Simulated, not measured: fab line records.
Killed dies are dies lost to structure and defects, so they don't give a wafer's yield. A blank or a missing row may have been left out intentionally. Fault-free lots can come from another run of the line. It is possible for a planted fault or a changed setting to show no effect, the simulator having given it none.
fab line records + flow sfq-line
record
- lots=13
- wafers=39
- last-day=81
route steps=325 shown I4@164
lots with no fault: from the same line, run without faults
start-h: start of the lot's first displayed wafer, in hours after the record's first day + wait-h: hours since the lot's step before + " same as the row above + L1.1+2: one row covering several wafers at once + - no value present, or no start provided + * or withheld: withheld + < > ~ a bound
route shown NAME@n: NAME is a module with steps in the file, n the number in the route of the first one + usual: mean/standard deviation of fault-free wafers + same: alike in all rows + chamber/n: place in a boat + sites: the reading at each site + _std_site: how widely they spread, as a standard deviation + _edge_site: inner sites' mean taken away from outer sites' mean + radius-mm: for every site, how far away it sits from the centre of the wafer + mask NAME#n: copy n + behind: the tool/chamber that last shaped the wafer + hold: reason for holding the lot/hours on hold/outcome of the hold + device: whichever transistor did not switch (one of n, p or np) + end of line: the tests these same wafers got at the end of their route + for a step that has no rows: nothing shown but its recipe + killed: at the first sort, the dies lost to defects and structure; wafer yield is something else + map: dies across one wafer; x = killed, . = not, _ = none there
set.NAME: the setting that was run; set.NAME@STEP: the one run at that earlier step + model.NAME: the simulator's own value behind a step, which no gauge read
one table for each step of the route and one row for each wafer, over a sample of lots
services: a tool's chamber out of use, with start hour (start-h, from the record's first day; less than 0 if before it), hours out, and reason
## steps
# step SFQ_TRILAYER_I4_CMP_CMP_100
# recipe
- material=SiO2
- down-force-psi=3
- platen-rpm=60
- pad-velocity-m-s=0.94248
# usual
- edge-zone-pressure-frac=1.000/0.005
- motor-current-A=10.1/1.2
- slurry-filter-dp-kPa=13.51/0.14
- time-to-endpoint-s=212/7.3
| lot.wafer | tool   | chamber | start-h | wait-h | edge-zone-pressure-frac | motor-current-A | slurry-filter-dp-kPa | time-to-endpoint-s |
|-----------|--------|---------|---------|--------|-------------------------|-----------------|----------------------|--------------------|
| L122.4    | cmp-02 | 1       | 890.82  | 11.5   | 1.001                   | 11.2            | 13.31                | 205                |
| L122.6    | "      | 1       | 892.82  | 13.5   | 1.001                   | 10.8            | 13.75                | 211                |
| L122.5    | "      | 2       | "       | "      | 1.003                   | 10.0            | 13.56                | 211                |
| L123.3    | cmp-02 | 3       | 1156.83 | 18.6   | 1.000                   | 7.7             | 13.65                | 224                |
| L123.4    | "      | 1       | 1157.83 | 19.5   | 0.998                   | 10.8            | 13.60                | 219                |
| L123.5    | "      | 0       | 1159.33 | 21.0   | 1.001                   | 11.0            | 13.50                | 221                |
| L125.4    | cmp-02 | 0       | 1159.83 | 17.9   | 0.992                   | 10.8            | 13.45                | 222                |
| L125.2    | "      | 1       | "       | "      | 0.998                   | 11.2            | 13.51                | 208                |
| L125.1    | "      | 3       | 1161.33 | 19.5   | 1.000                   | 7.4             | 13.69                | 219                |
| L128.1    | cmp-02 | 1       | 1179.81 | 15.1   | 0.997                   | 11.0            | 13.69                | 205                |
| L128.2    | "      | 2       | "       | "      | 1.000                   | 9.6             | 13.61                | 218                |
| L128.5    | "      | 0       | 1181.31 | 16.6   | 1.001                   | 11.3            | 13.59                | 212                |
| L131.1    | cmp-02 | 0       | 1193.81 | 3.9    | 0.999                   | 11.4            | 13.62                | 217                |
| L131.3    | "      | 1       | "       | "      | 0.997                   | 11.3            | 13.56                | 206                |
| L131.5    | "      | 0       | 1195.81 | 5.9    | 1.001                   | 10.8            | 13.40                | 217                |
| L134.4    | cmp-02 | 3       | 1211.81 | 12.4   | 1.005                   | 8.0             | 13.62                | 213                |
| L134.3    | "      | 2       | 1213.31 | 13.9   | 0.998                   | 10.0            | 13.77                | 211                |
| L134.6    | "      | 0       | 1214.31 | 14.9   | 1.010                   | 11.2            | 13.46                | 224                |
| L136.1    | cmp-01 | 2       | 1228.38 | 7.4    | 1.009                   | 11.2            | 13.35                | 204                |
| L136.4    | "      | 0       | 1229.38 | 8.4    | 0.995                   | 9.9             | 13.62                | 213                |
| L136.6    | "      | 2       | 1230.38 | 9.4    | 1.001                   | 10.9            | 13.53                | 212                |
| L139.1    | cmp-01 | 3       | 1249.38 | 5.6    | 0.999                   | 10.8            | 13.43                | 216                |
| L139.4    | "      | 0       | "       | "      | 0.997                   | 10.1            | 13.24                | 226                |
| L139.5    | "      | 3       | 1251.38 | 7.6    | 0.995                   | 10.4            | 13.35                | 221                |
| L140.4    | cmp-01 | 2       | 1251.88 | 3.7    | 0.998                   | 11.0            | 13.20                | 212                |
| L140.1    | "      | 3       | "       | "      | 1.002                   | 10.4            | 13.50                | 208                |
| L140.2    | "      | 1       | 1253.38 | 5.2    | 0.995                   | 9.4             | 13.61                | 208                |
| L142.3    | cmp-01 | 2       | 1261.58 | 0.0    | 0.996                   | 10.5            | 13.41                | 202                |
| L142.2    | "      | 0       | 1262.58 | 1.0    | 0.997                   | 10.2            | 13.40                | 213                |
| L142.5    | "      | 3       | 1264.08 | 2.5    | 1.007                   | 10.3            | 13.60                | 220                |
| L143.3    | cmp-01 | 3       | 1300.12 | 0.1    | 0.999                   | 11.0            | 13.64                | 212                |
| L143.4    | "      | 2       | 1301.62 | 1.6    | 0.999                   | 10.2            | 13.55                | 212                |
| L143.5    | "      | 3       | "       | "      | 0.995                   | 10.6            | 13.52                | 217                |
| L144.3    | cmp-01 | 3       | 1316.41 | 1.0    | 1.005                   | 10.8            | 13.56                | 221                |
| L144.5    | "      | 2       | 1317.91 | 2.5    | 1.005                   | 10.2            | 13.53                | 212                |
| L144.6    | "      | 3       | "       | "      | 0.997                   | 10.9            | 13.56                | 229                |
| L145.3    | cmp-02 | 1       | 1328.78 | 3.8    | 1.004                   | 11.5            | 13.61                | 207                |
| L145.2    | "      | 3       | 1329.78 | 4.8    | 0.998                   | 7.7             | 13.43                | 215                |
| L145.6    | "      | 0       | "       | "      | 0.993                   | 11.0            | 13.70                | 207                |
# step SFQ_I4_BOW_MEAS_927
# recipe
- mode=bow
# usual
- I4_BOW=2/9.4
| lot.wafer | tool          | chamber | start-h | wait-h | I4_BOW[um] |
|-----------|---------------|---------|---------|--------|------------|
| L122.4    | film-metro-02 | -       | 893.88  | 2.6    | 12         |
| L122.5    | "             | -       | "       | "      | 10         |
| L122.6    | "             | -       | "       | "      | 25         |
| L123.3    | film-metro-03 | -       | 1159.87 | 2.5    | 1          |
| L123.4    | "             | -       | "       | "      | -2         |
| L123.5    | "             | -       | "       | "      | -1         |
| L125.1    | film-metro-04 | -       | 1162.83 | 1.0    | 4          |
| L125.2    | "             | -       | "       | "      | 6          |
| L125.4    | "             | -       | "       | "      | 2          |
| L128.1    | film-metro-03 | -       | 1181.81 | 1.5    | 2          |
| L128.2    | "             | -       | "       | "      | 0          |
| L128.5    | "             | -       | "       | "      | 10         |
| L131.1    | film-metro-03 | -       | 1196.81 | 2.5    | 8          |
| L131.3    | "             | -       | "       | "      | -2         |
| L131.5    | "             | -       | "       | "      | 0          |
| L131.1    | film-metro-03 | -       | 1198.13 | 1.3    | -          |
| L131.3    | "             | -       | "       | "      | -          |
| L131.5    | "             | -       | "       | "      | -          |
| L134.3    | film-metro-03 | -       | 1214.85 | 1.0    | 5          |
| L134.4    | "             | -       | "       | "      | 14         |
| L134.6    | "             | -       | "       | "      | 22         |
| L134.3    | film-metro-03 | -       | 1216.17 | 1.3    | -          |
| L134.4    | "             | -       | "       | "      | -          |
| L134.6    | "             | -       | "       | "      | -          |
| L136.1    | film-metro-03 | -       | 1230.88 | 2.0    | 2          |
| L136.4    | "             | -       | "       | "      | -1         |
| L136.6    | "             | -       | "       | "      | -2         |
| L139.1    | film-metro-02 | -       | 1251.88 | 2.0    | 9          |
| L139.4    | "             | -       | "       | "      | 4          |
| L139.5    | "             | -       | "       | "      | 22         |
| L140.1    | film-metro-04 | -       | 1254.88 | 2.0    | 6          |
| L140.2    | "             | -       | "       | "      | 15         |
| L140.4    | "             | -       | "       | "      | -6         |
| L142.2    | film-metro-03 | -       | 1264.60 | 1.5    | -12        |
| L142.3    | "             | -       | "       | "      | -10        |
| L142.5    | "             | -       | "       | "      | -3         |
| L143.3    | film-metro-04 | -       | 1303.16 | 2.5    | 5          |
| L143.4    | "             | -       | "       | "      | -8         |
| L143.5    | "             | -       | "       | "      | -2         |
| L144.3    | film-metro-02 | -       | 1318.95 | 2.0    | 2          |
| L144.5    | "             | -       | "       | "      | -9         |
| L144.6    | "             | -       | "       | "      | -21        |
| L145.2    | film-metro-02 | -       | 1331.30 | 1.0    | 1          |
| L145.3    | "             | -       | "       | "      | -7         |
| L145.6    | "             | -       | "       | "      | -5         |
# step SFQ_TRILAYER_I4_METRO_MEASURE_101
# usual
- thk-nm=199.7/1
| lot.wafer | tool          | chamber | start-h | wait-h | thk-nm |
|-----------|---------------|---------|---------|--------|--------|
| L122.4    | film-metro-02 | -       | 894.54  | 0.6    | 200.0  |
| L122.5    | "             | -       | "       | "      | 201.1  |
| L122.6    | "             | -       | "       | "      | 200.1  |
| L123.3    | film-metro-03 | -       | 1160.35 | 0.5    | 199.6  |
| L123.4    | "             | -       | "       | "      | 199.6  |
| L123.5    | "             | -       | "       | "      | 199.1  |
| L125.1    | film-metro-04 | -       | 1162.95 | 0.1    | 200.8  |
| L125.2    | "             | -       | "       | "      | 200.5  |
| L125.4    | "             | -       | "       | "      | 198.7  |
| L128.1    | film-metro-03 | -       | 1181.93 | 0.1    | 199.6  |
| L128.2    | "             | -       | "       | "      | 202.0  |
| L128.5    | "             | -       | "       | "      | 199.6  |
| L131.1    | film-metro-03 | -       | 1200.71 | 2.6    | 177.4  |
| L131.3    | "             | -       | "       | "      | 198.5  |
| L131.5    | "             | -       | "       | "      | 179.1  |
| L131.1    | film-metro-03 | -       | 1202.08 | 1.2    | 177.5  |
| L131.3    | "             | -       | "       | "      | 198.4  |
| L131.5    | "             | -       | "       | "      | 179.1  |
| L134.3    | film-metro-03 | -       | 1218.80 | 2.6    | 201.4  |
| L134.4    | "             | -       | "       | "      | 199.9  |
| L134.6    | "             | -       | "       | "      | 178.9  |
| L134.3    | film-metro-03 | -       | 1220.26 | 1.3    | 201.7  |
| L134.4    | "             | -       | "       | "      | 199.8  |
| L134.6    | "             | -       | "       | "      | 178.8  |
| L136.1    | film-metro-03 | -       | 1231.00 | 0.1    | 198.7  |
| L136.4    | "             | -       | "       | "      | 200.0  |
| L136.6    | "             | -       | "       | "      | 198.6  |
| L139.1    | film-metro-02 | -       | 1252.00 | 0.1    | 200.1  |
| L139.4    | "             | -       | "       | "      | 200.4  |
| L139.5    | "             | -       | "       | "      | 200.5  |
| L140.1    | film-metro-04 | -       | 1255.00 | 0.1    | 200.7  |
| L140.2    | "             | -       | "       | "      | 198.6  |
| L140.4    | "             | -       | "       | "      | 199.3  |
| L142.2    | film-metro-03 | -       | 1264.90 | 0.3    | 201.2  |
| L142.3    | "             | -       | "       | "      | 199.2  |
| L142.5    | "             | -       | "       | "      | 200.6  |
| L143.3    | film-metro-04 | -       | 1303.64 | 0.5    | 200.2  |
| L143.4    | "             | -       | "       | "      | 200.0  |
| L143.5    | "             | -       | "       | "      | 200.1  |
| L144.3    | film-metro-02 | -       | 1319.43 | 0.5    | 200.9  |
| L144.5    | "             | -       | "       | "      | 199.1  |
| L144.6    | "             | -       | "       | "      | 201.3  |
| L145.2    | film-metro-02 | -       | 1331.60 | 0.3    | 200.3  |
| L145.3    | "             | -       | "       | "      | 200.8  |
| L145.6    | "             | -       | "       | "      | 199.5  |
# step SFQ_TRILAYER_I4_VIA_ETCH_VIA_ETCH_106
# recipe
- target=SiO2
- stop-on=Nb
- mask-material=PR
- taper-deg=20
- chemistry=CHF3
- target-depth-nm=260
- source-w=500
- bias-w=80
- pressure-mtorr=30
- time-s=withheld
# usual
- drypump-motor-current-A=5.7/0.54
- oes-product-au=0.854/0.0052
| lot.wafer | tool        | chamber | start-h | wait-h | drypump-motor-current-A | oes-product-au |
|-----------|-------------|---------|---------|--------|-------------------------|----------------|
| L122.4    | rie-diel-03 | 3       | 1030.81 | 0.1    | 6.2                     | 0.855          |
| L122.5    | "           | 0       | "       | "      | 5.3                     | 0.868          |
| L122.6    | "           | 2       | "       | "      | 5.7                     | 0.855          |
| L123.3    | rie-diel-03 | 0       | 1163.60 | 0.0    | 5.3                     | 0.852          |
| L123.4    | "           | 3       | "       | "      | 6.2                     | 0.861          |
| L123.5    | "           | 1       | "       | "      | 6.4                     | 0.851          |
| L125.1    | rie-diel-03 | 3       | 1168.40 | 0.0    | 6.2                     | 0.854          |
| L125.2    | "           | 0       | "       | "      | 5.3                     | 0.856          |
| L125.4    | "           | 2       | "       | "      | 5.7                     | 0.853          |
| L128.1    | rie-diel-01 | 2       | 1283.21 | 0.0    | 5.5                     | 0.857          |
| L128.2    | "           | 3       | "       | "      | 4.8                     | 0.863          |
| L128.5    | "           | 1       | "       | "      | 5.9                     | 0.853          |
| L131.1    | rie-diel-03 | 2       | 1304.81 | 0.0    | 5.7                     | 0.801          |
| L131.3    | "           | 1       | "       | "      | 6.4                     | 0.840          |
| L131.5    | "           | 1       | "       | "      | 6.4                     | 0.800          |
| L134.3    | rie-diel-03 | 1       | 1321.61 | 0.0    | 6.4                     | 0.854          |
| L134.4    | "           | 2       | "       | "      | 5.7                     | 0.853          |
| L134.6    | "           | 1       | "       | "      | 6.4                     | 0.807          |
| L136.1    | rie-diel-03 | 0       | 1340.81 | 0.0    | 5.3                     | 0.844          |
| L136.4    | "           | 3       | "       | "      | 6.2                     | 0.849          |
| L136.6    | "           | 1       | "       | "      | 6.4                     | 0.843          |
| L139.1    | rie-diel-04 | 2       | 1367.41 | 0.0    | 5.5                     | 0.853          |
| L139.4    | "           | 0       | "       | "      | 6.2                     | 0.859          |
| L139.5    | "           | 0       | "       | "      | 6.2                     | 0.861          |
| L140.1    | rie-diel-04 | 0       | 1372.21 | 0.0    | 6.2                     | 0.851          |
| L140.2    | "           | 2       | "       | "      | 5.5                     | 0.848          |
| L140.4    | "           | 1       | "       | "      | 5.3                     | 0.851          |
| L142.2    | rie-diel-03 | 0       | 1384.24 | 0.0    | 5.3                     | 0.855          |
| L142.3    | "           | 2       | "       | "      | 5.7                     | 0.851          |
| L142.5    | "           | 3       | "       | "      | 6.2                     | 0.855          |
| L143.3    | rie-diel-04 | 1       | 1421.37 | 0.0    | 5.3                     | 0.848          |
| L143.4    | "           | 3       | "       | "      | 6.4                     | 0.856          |
| L143.5    | "           | 2       | "       | "      | 5.5                     | 0.861          |
| L144.3    | rie-diel-04 | 3       | 1431.09 | 0.0    | 6.4                     | 0.865          |
| L144.5    | "           | 0       | "       | "      | 6.2                     | 0.858          |
| L144.6    | "           | 1       | "       | "      | 5.3                     | 0.857          |
| L145.2    | rie-diel-01 | 1       | 1434.69 | 0.0    | 5.9                     | 0.852          |
| L145.3    | "           | 0       | "       | "      | 4.8                     | 0.855          |
| L145.6    | "           | 1       | "       | "      | 5.9                     | 0.856          |
## services
| tool          | chamber | start-h | hours | kind   |
|---------------|---------|---------|-------|--------|
| rie-diel-03   | 3       | 895.54  | 1.3   | repair |
| cmp-02        | -       | 918.82  | 4.0   | pm     |
| cmp-02        | -       | 934.41  | 0.2   | repair |
| film-metro-03 | -       | 948.69  | 2.0   | pm     |
| cmp-02        | -       | 949.82  | 4.9   | pm     |
| rie-diel-03   | 2       | 950.02  | 19.6  | repair |
| cmp-02        | -       | 958.93  | 3.1   | repair |
| cmp-02        | -       | 977.72  | 2.6   | repair |
| rie-diel-03   | 1       | 985.44  | 1.5   | repair |
| cmp-02        | -       | 987.39  | 0.8   | repair |
| cmp-02        | -       | 1001.59 | 5.1   | repair |
| rie-diel-03   | 0       | 1023.88 | 4.0   | repair |
| rie-diel-03   | 1       | 1027.34 | 47.1  | repair |
| film-metro-03 | -       | 1041.08 | 6.8   | pm     |
| cmp-02        | -       | 1045.72 | 13.3  | pm     |
| film-metro-03 | -       | 1078.32 | 1.5   | pm     |
| film-metro-03 | -       | 1096.37 | 0.3   | pm     |
| cmp-02        | -       | 1098.40 | 1.4   | repair |
| rie-diel-03   | 3       | 1132.68 | 1.3   | repair |
| film-metro-03 | -       | 1193.69 | 0.6   | pm     |
| cmp-02        | -       | 1260.44 | 4.0   | pm     |
| film-metro-03 | -       | 1280.37 | 1.5   | pm     |
| film-metro-03 | -       | 1323.32 | 0.6   | pm     |
| film-metro-03 | -       | 1341.37 | 0.4   | pm     |
## key
first-sign
- step=SFQ_I4_BOW_MEAS_927
- reading=visit
- direction=added
effect
- step=SFQ_TRILAYER_I4_METRO_MEASURE_101
- reading=visit
- direction=added
effect
- step=SFQ_TRILAYER_I4_METRO_MEASURE_101
- reading=thk-nm
- direction=down
- sigmas=20
- usual=199.7
- struck=178.5
effect
- step=SFQ_TRILAYER_I4_VIA_ETCH_VIA_ETCH_106
- reading=oes-product-au
- direction=down
- sigmas=10
- usual=0.854
- struck=0.802
met-at SFQ_TRILAYER_I4_CMP_CMP_100
struck-lots L131,L134
struck-wafers L131.1,L131.5,L134.6
fault
- kind=process-parameter-drift
- tool=cmp-02
- chamber=0
- onset-h=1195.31
- steps=SFQ_TRILAYER_I4_CMP_CMP_100
- channel=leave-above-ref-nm
- offset=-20
- shape=step
- end-h=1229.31
- acts-in=these-recipes-only
- stated=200
